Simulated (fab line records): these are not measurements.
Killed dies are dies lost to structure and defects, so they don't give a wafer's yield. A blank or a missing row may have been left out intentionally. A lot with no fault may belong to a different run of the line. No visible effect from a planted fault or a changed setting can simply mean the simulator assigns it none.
Which tool did it?	flow sky130	11 lots, 33 wafers sampled, at 1 step of a route of 708

WHAT THE GAUGES SHOWED, per wafer
SKY_METAL2_CD_MEAS_15 targets a cd of 140 nm.
lot	measured	on	cdNm (nm)
L602	day 35 14:58	cdSem-01	141.1 140.1 142.2
L604	day 36 07:32	cdSem-02	141.2 141.0 141.8
L607	day 37 00:10	cdSem-01	141.9 140.2 141.5
L608	day 37 09:55	cdSem-01	138.7 139.5 140.0
L609	day 37 19:53	cdSem-02	138.2 138.4 140.2
L610	day 38 02:20	cdSem-01	140.2 138.9 140.2
L611	day 38 08:34	cdSem-01	139.2 138.5 138.3
L614	day 40 12:48	cdSem-02	141.2 140.3 140.9
L620	day 40 20:37	cdSem-01	141.9 139.8 140.3
L621	day 41 00:42	cdSem-02	138.8 138.1 139.1
L622	day 41 16:56	cdSem-02	140.2 138.4 139.1

TOOL THAT RAN EACH LOT (tool first, then ch and the chambers of the sampled wafers, then the start)
Record: no process step prior to these readings.

AS READ BY THE TOOLS THEMSELVES (means over the sampled wafers that have a number; for cases with no such wafer, the mark the record gives instead)
The record holds no such reading with a usual standard deviation.

THE ANSWER, worked out from the rows above alone
Rule: what is usual is taken from the lots themselves. The widest of any qualifying gaps counts: lots, ordered by their means at a reading, are off when they make up no more than a third of the lots, leave a main group of 4 or more, and stand apart from it by 3 or more times the standard deviation of that group's means. A main group whose means are all the same, to the digits that the tables above print for the reading, isn't used. A lot without any number at a reading at which 4 lots or more have one is off too. Where the step has rows for the other lots, those lots are counted as sound. Order of review: gauges by route order, followed by the tools' own readings, for which a lot's mean as printed above is used. The first step at which some lot is off is used, and at that step the reading that is off furthest; a lot without a number counts as furthest.
None of the lots is off at any reading shown; this tells nothing.

WHAT WAS PUT IN BY THE SIMULATOR
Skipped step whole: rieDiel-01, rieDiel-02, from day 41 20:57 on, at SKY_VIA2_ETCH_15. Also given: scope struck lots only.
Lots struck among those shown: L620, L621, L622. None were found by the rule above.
